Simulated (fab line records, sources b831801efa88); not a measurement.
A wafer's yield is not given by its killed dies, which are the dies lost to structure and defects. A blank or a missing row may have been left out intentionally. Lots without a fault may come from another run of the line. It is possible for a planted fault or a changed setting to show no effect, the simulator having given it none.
Which tool is to blame? | flow gf180mcu | 12 lots, 36 wafers sampled, at 2 steps of a route of 602

WHAT THE GAUGES READ, wafer by wafer
GF_M3_OVL_MEAS_15.
lot  | measured     | on         | M3_OVL (nm)
L075 | day 21 18:28 | overlay-02 | 5 -4 3
L077 | day 22 07:31 | overlay-02 | -9 -2 -7
L079 | day 22 23:55 | overlay-01 | 4 -7 -2
L081 | day 23 21:52 | overlay-01 | -10 -12 -4
L083 | day 24 09:58 | overlay-01 | -6 -8 1
L085 | day 25 03:43 | overlay-02 | -9 -14 -11
L087 | day 26 07:37 | overlay-01 | -8 -1 -4
L089 | day 26 15:34 | overlay-01 | -5 -2 -4
L091 | day 27 07:16 | overlay-02 | -7 -4 0
L093 | day 27 21:19 | overlay-02 | -5 -10 -10
L095 | day 28 10:31 | overlay-02 | 0 7 4
L097 | day 28 23:07 | overlay-02 | -1 2 1

EACH LOT AND THE TOOL THAT RAN IT (in order: tool; ch and the chambers of the sampled wafers; start)
lot  | GF_M1_SPUTTER_04
L075 | pvd-sputter-01, day 16 13:59
L077 | pvd-sputter-04, day 17 02:16
L079 | pvd-sputter-01, day 17 18:08
L081 | pvd-sputter-01, day 18 17:17
L083 | pvd-sputter-04, day 19 09:32
L085 | pvd-sputter-04, day 20 02:53
L087 | pvd-sputter-02, day 21 09:13
L089 | pvd-sputter-04, day 21 18:08
L091 | pvd-sputter-02, day 22 12:53
L093 | pvd-sputter-04, day 23 03:57
L095 | pvd-sputter-02, day 23 19:25
L097 | pvd-sputter-01, day 24 10:10
- GF_M1_SPUTTER_04: material TiN, target thk 50 nm, time 41.7 s.

THE ANSWER, worked out from the rows above alone
Rule: what is usual is taken from the lots themselves. The widest of any qualifying gaps counts: lots, ordered by their means at a reading, are off when they make up no more than a third of the lots, leave a main group of 4 or more, and stand apart from it by 3 or more times the standard deviation of that group's means. If all means in a main group match to the digits the tables above print for the reading, that group is not used. Also off: a lot with no number at a reading for which 4 or more lots have one. The other lots that the step has rows for count as sound.
Across all readings shown, no lot is off: no conclusion can be drawn from this.

WHAT THE SIMULATOR PUT IN
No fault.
